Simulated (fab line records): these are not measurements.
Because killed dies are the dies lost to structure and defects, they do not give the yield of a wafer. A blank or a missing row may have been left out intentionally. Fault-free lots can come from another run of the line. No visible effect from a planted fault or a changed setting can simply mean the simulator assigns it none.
Which tool is to blame? ; flow gf180mcu ; 24 lots, 72 wafers sampled, at 5 steps of a route of 602

## WHAT THE GAUGES SHOWED, per wafer
GF_STI_BOW_MEAS_00.
lot;measured;on;INCOMING_BOW (um)
L074;day 1 10:01;film_metro-01;-5 4 -11
L075;day 1 15:00;film_metro-03;0 -7 -6
L076;day 1 20:01;film_metro-01;-1 2 8
L077;day 2 01:00;film_metro-01;1 15 9
L078;day 2 06:00;film_metro-03;14 -6 3
L079;day 2 11:02;film_metro-02;-4 2 1
L080;day 2 16:00;film_metro-01;7 4 6
L081;day 2 21:01;film_metro-03;4 7 0
L082;day 3 02:01;film_metro-02;-1 6 -7
L083;day 3 07:00;film_metro-01;-3 -5 2
L084;day 3 12:00;film_metro-01;1 5 3
L085;day 3 17:00;film_metro-03;6 10 -1
L086;day 3 22:01;film_metro-02;5 13 3
L087;day 4 03:00;film_metro-03;8 -15 -11
L088;day 4 08:02;film_metro-03;4 -12 -1
L089;day 4 13:00;film_metro-01;2 10 9
L090;day 4 18:00;film_metro-03;8 -2 -4
L091;day 4 23:01;film_metro-01;-6 4 -6
L092;day 5 04:00;film_metro-03;6 -10 0
L093;day 5 09:00;film_metro-02;2 0 -1
L094;day 5 14:00;film_metro-01;12 -10 6
L095;day 5 19:00;film_metro-03;3 -4 -6
L096;day 6 00:01;film_metro-01;1 8 1
L097;day 6 05:02;film_metro-03;-2 9 2

GF_CONTACT_THK_MEAS_26: measures by xrf.
lot;measured;on;CONTACT_W_THK (nm)
L074;day 15 16:56;film_metro-03;335 336 337
L075;day 16 02:42;film_metro-03;333 335 333
L076;day 16 11:55;film_metro-02;340 341 344
L077;day 16 22:31;film_metro-02;342 339 338
L078;day 17 10:30;film_metro-02;337 335 333
L079;day 17 13:13;film_metro-04;334 330 334
L080;day 18 04:58;film_metro-04;340 337 341
L081;day 19 01:25;film_metro-04;343 347 338
L082;day 18 20:52;film_metro-03;334 331 338
L083;day 19 10:17;film_metro-02;334 339 336
L084;day 20 14:42;film_metro-04;330 329 328
L085;day 21 01:15;film_metro-04;337 336 335
L086;day 21 06:31;film_metro-02;342 342 339
L087;day 21 05:20;film_metro-02;337 339 334
L088;day 22 07:26;film_metro-02;334 336 336
L089;day 22 00:19;film_metro-03;332 329 331
L090;day 22 14:31;film_metro-02;336 341 338
L091;day 22 12:53;film_metro-02;335 335 332
L092;day 22 18:51;film_metro-03;327 331 331
L093;day 23 09:31;film_metro-04;338 338 341
L094;day 23 02:22;film_metro-04;337 333 333
L095;day 23 17:17;film_metro-04;334 329 336
L096;day 23 22:56;film_metro-04;333 334 339
L097;day 24 05:19;film_metro-03;336 334 335

GF_M3_RS_MEAS_05: uses a four-point probe to measure.
lot;measured;on;M3_ALCU_RS (ohm/sq)
L074;day 19 20:40;film_metro-04;0.0688 0.0687 0.0687
L075;day 20 07:23;film_metro-01;0.0699 0.0693 0.0702
L076;day 20 18:32;film_metro-04;0.0688 0.0690 0.0685
L077;day 21 06:29;film_metro-01;0.0705 0.0702 0.0701
L078;day 21 17:13;film_metro-04;0.0701 0.0705 0.0700
L079;day 21 21:13;film_metro-04;0.0704 0.0708 0.0700
L080;day 22 09:29;film_metro-01;0.0685 0.0681 0.0682
L081;day 23 07:43;film_metro-04;0.0693 0.0697 0.0695
L082;day 23 02:13;film_metro-01;0.0702 0.0698 0.0698
L083;day 23 15:11;film_metro-01;0.0701 0.0697 0.0698
L084;day 24 18:12;film_metro-04;0.0688 0.0683 0.0690
L085;day 25 02:56;film_metro-03;0.0689 0.0690 0.0692
L086;day 25 08:59;film_metro-03;0.0690 0.0685 0.0692
L087;day 25 06:33;film_metro-01;0.0689 0.0685 0.0683
L088;day 26 06:48;film_metro-04;0.0696 0.0707 0.0700
L089;day 26 00:48;film_metro-03;0.0687 0.0694 0.0693
L090;day 26 13:44;film_metro-01;0.0693 0.0702 0.0701
L091;day 26 12:02;film_metro-03;0.0703 0.0695 0.0704
L092;day 26 16:57;film_metro-03;0.0708 0.0710 0.0705
L093;day 27 06:38;film_metro-01;0.0688 0.0693 0.0696
L094;day 27 00:10;film_metro-04;0.0704 0.0706 0.0703
L095;day 27 13:24;film_metro-01;0.0699 0.0696 0.0703
L096;day 27 18:32;film_metro-01;0.0699 0.0692 0.0692
L097;day 27 23:59;film_metro-04;0.0694 0.0689 0.0703

GF_V3_THK_MEAS_03.
lot;measured;on;V3_CVD_02_THK (nm)
L074;day 20 22:05;film_metro-03;835 846 866
L075;day 21 07:38;film_metro-01;861 867 861
L076;day 21 19:04;film_metro-02;842 845 851
L077;day 22 07:10;film_metro-03;830 846 860
L078;day 22 17:46;film_metro-02;842 858 859
L079;day 22 21:58;film_metro-02;855 859 849
L080;day 23 10:02;film_metro-02;834 853 852
L081;day 24 07:00;film_metro-03;846 860 861
L082;day 24 01:44;film_metro-01;821 841 839
L083;day 24 14:32;film_metro-03;843 864 860
L084;day 25 17:02;film_metro-02;845 830 855
L085;day 26 01:11;film_metro-03;847 844 851
L086;day 26 07:46;film_metro-03;841 844 862
L087;day 26 04:16;film_metro-01;842 850 859
L088;day 27 04:18;film_metro-03;843 858 875
L089;day 26 23:13;film_metro-01;838 844 853
L090;day 27 11:25;film_metro-01;831 848 856
L091;day 27 10:12;film_metro-03;841 867 864
L092;day 27 14:05;film_metro-02;843 842 865
L093;day 28 03:14;film_metro-01;853 848 861
L094;day 27 20:50;film_metro-03;840 850 861
L095;day 28 10:24;film_metro-01;841 859 851
L096;day 28 15:46;film_metro-03;853 859 851
L097;day 28 20:36;film_metro-02;838 862 850

GF_V3_THK_MEAS_25: measures by xrf.
lot;measured;on;V3_W_THK (nm)
L074;day 21 23:44;film_metro-03;363 359 360
L075;day 22 08:31;film_metro-02;366 369 367
L076;day 22 19:47;film_metro-03;359 360 356
L077;day 23 07:52;film_metro-02;373 370 376
L078;day 23 18:37;film_metro-01;361 363 366
L079;day 23 22:17;film_metro-03;368 366 363
L080;day 24 10:45;film_metro-01;369 369 366
L081;day 25 06:47;film_metro-03;364 365 358
L082;day 25 00:53;film_metro-01;362 359 362
L083;day 25 13:49;film_metro-03;359 363 360
L084;day 26 15:46;film_metro-03;366 358 367
L085;day 27 00:07;film_metro-02;369 366 364
L086;day 27 05:29;film_metro-02;365 367 366
L087;day 27 02:56;film_metro-02;369 359 373
L088;day 28 01:38;film_metro-01;365 361 363
L089;day 27 20:19;film_metro-01;365 368 369
L090;day 28 09:26;film_metro-02;364 358 359
L091;day 28 07:23;film_metro-03;358 360 353
L092;day 28 12:02;film_metro-03;357 364 363
L093;day 28 23:20;film_metro-01;364 371 367
L094;day 28 17:26;film_metro-01;360 365 363
L095;day 29 06:46;film_metro-01;361 366 359
L096;day 29 11:43;film_metro-01;362 365 366
L097;day 29 17:09;film_metro-01;367 362 359

## WHAT TOOL EACH LOT RAN ON (gives the tool, then ch and the chambers of the sampled wafers, and finally the start)
Before these readings, the record contains no process step.

## AS READ BY THE TOOLS THEMSELVES (means over the sampled wafers that have a number; for cases with no such wafer, the mark the record gives instead)
The record holds no such reading with a usual standard deviation.

## THE ANSWER, worked out from the rows above alone
Rule: the usual values come from the lots themselves. Put in order of their means at a reading, lots are off if they are a third of the lots or fewer, leave a main group of 4 or more, and stand apart from it by a gap of 3 or more times the standard deviation of the main group's means; of several such gaps the widest counts. A main group whose means are all the same, to the digits that the tables above print for the reading, isn't used. Also off: a lot with no number at a reading for which 4 or more lots have one. Any other lot the step has rows for is counted as sound. Order of review: gauges by route order, followed by the tools' own readings, for which a lot's mean as printed above is used. The first step at which some lot is off is used, and at that step the reading that is off furthest; a lot without a number counts as furthest.
Across all readings shown, no lot is off: no conclusion can be drawn from this.

## WHAT THE SIMULATOR PUT IN
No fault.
